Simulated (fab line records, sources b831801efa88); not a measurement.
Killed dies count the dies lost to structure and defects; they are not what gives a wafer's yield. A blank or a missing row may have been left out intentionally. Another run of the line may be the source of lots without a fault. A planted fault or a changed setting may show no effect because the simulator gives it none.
One fault through the eyes of 2 desks / flow sky130 / what lay behind the numbers comes last; until then each desk has only its own

== THE METROLOGY DESK ==
What the gauges read, lot by lot, whatever tool the lot ran on: means of the sampled wafers that have a number. Any lot whose mean is over 4 standard deviations away from the usual mean is out of limits and marked OUT; that distance is given in the brackets.
Columns: A = VIA2_W_THK at SKY_VIA2_THK_MEAS_23, usual 425 nm; B = VIA4_HDPCVD_THK at SKY_VIA4_THK_MEAS_01, usual 1747 nm
lot=L383; first seen here=day 36 10:36; A=416; B=1733
lot=L384; first seen here=day 36 18:10; A=419; B=1731
lot=L386; first seen here=day 37 17:25; A=441; B=1739
lot=L389; first seen here=day 38 15:07; A=432; B=2770 (+51) OUT
lot=L390; first seen here=day 39 00:28; A=431; B=2781 (+52) OUT
lot=L391; first seen here=day 39 08:49; A=418; B=1756
lot=L393; first seen here=day 41 17:31; A=424; B=1748
lot=L399; first seen here=day 42 09:20; A=419; B=1760
lot=L400; first seen here=day 42 09:40; A=431; B=1753
lot=L401; first seen here=day 42 14:37; A=418; B=1755
lot=L402; first seen here=day 42 14:52; A=419; B=1760
lot=L404; first seen here=day 43 06:11; A=419; B=1754
This desk reports L389, L390 out of limits; the earliest was L389 at day 43 19:12 (VIA4_HDPCVD_THK at SKY_VIA4_THK_MEAS_01). In limits: L383, L384, L386, L391, L393, L399, L400, L401, L402, L404.

== TOOL OWNER'S DESK, hdpcvd-02 ==
The tool's own readings at SKY_VIA4_HDPCVD_00 (deposits SiO2, target thk 1750 nm, time 291.7 s): means of the sampled wafers that have a number, for each lot that ran on this tool. Any lot whose mean is over 4 standard deviations away from the usual mean is out of limits and marked OUT; that distance is given in the brackets.
Columns: A = pressure-mtorr at SKY_VIA4_HDPCVD_00, usual 6.000 mTorr
lot=L383; first seen here=day 41 23:11; A=5.995
lot=L386; first seen here=day 43 03:28; A=5.994
lot=L389; first seen here=day 43 19:01; A=6.001
lot=L390; first seen here=day 44 04:40; A=6.007
lot=L399; first seen here=day 47 02:08; A=6.006
lot=L400; first seen here=day 47 02:50; A=5.992
lot=L402; first seen here=day 47 07:43; A=6.003
lot=L404; first seen here=day 47 23:28; A=5.999
This desk's finding: nothing out of limits on any of the 8 lots.

== ALL TOGETHER ==
On L389, L390, the metrology desk was in a position to raise an alarm at day 43 19:12.
Nothing out of limits was seen by the tool owner's desk.
Tool owner's desk: L389, L390 on record, inside its limits.
Every lot named ran SKY_VIA4_HDPCVD_00 on hdpcvd-02.

== WHAT WAS PUT IN BY THE SIMULATOR ==
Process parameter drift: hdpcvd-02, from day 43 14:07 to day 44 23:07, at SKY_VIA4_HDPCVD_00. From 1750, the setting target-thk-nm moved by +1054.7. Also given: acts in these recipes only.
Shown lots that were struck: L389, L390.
Hours from the fault's start to each desk's first reading out of limits: the metrology desk, 5.
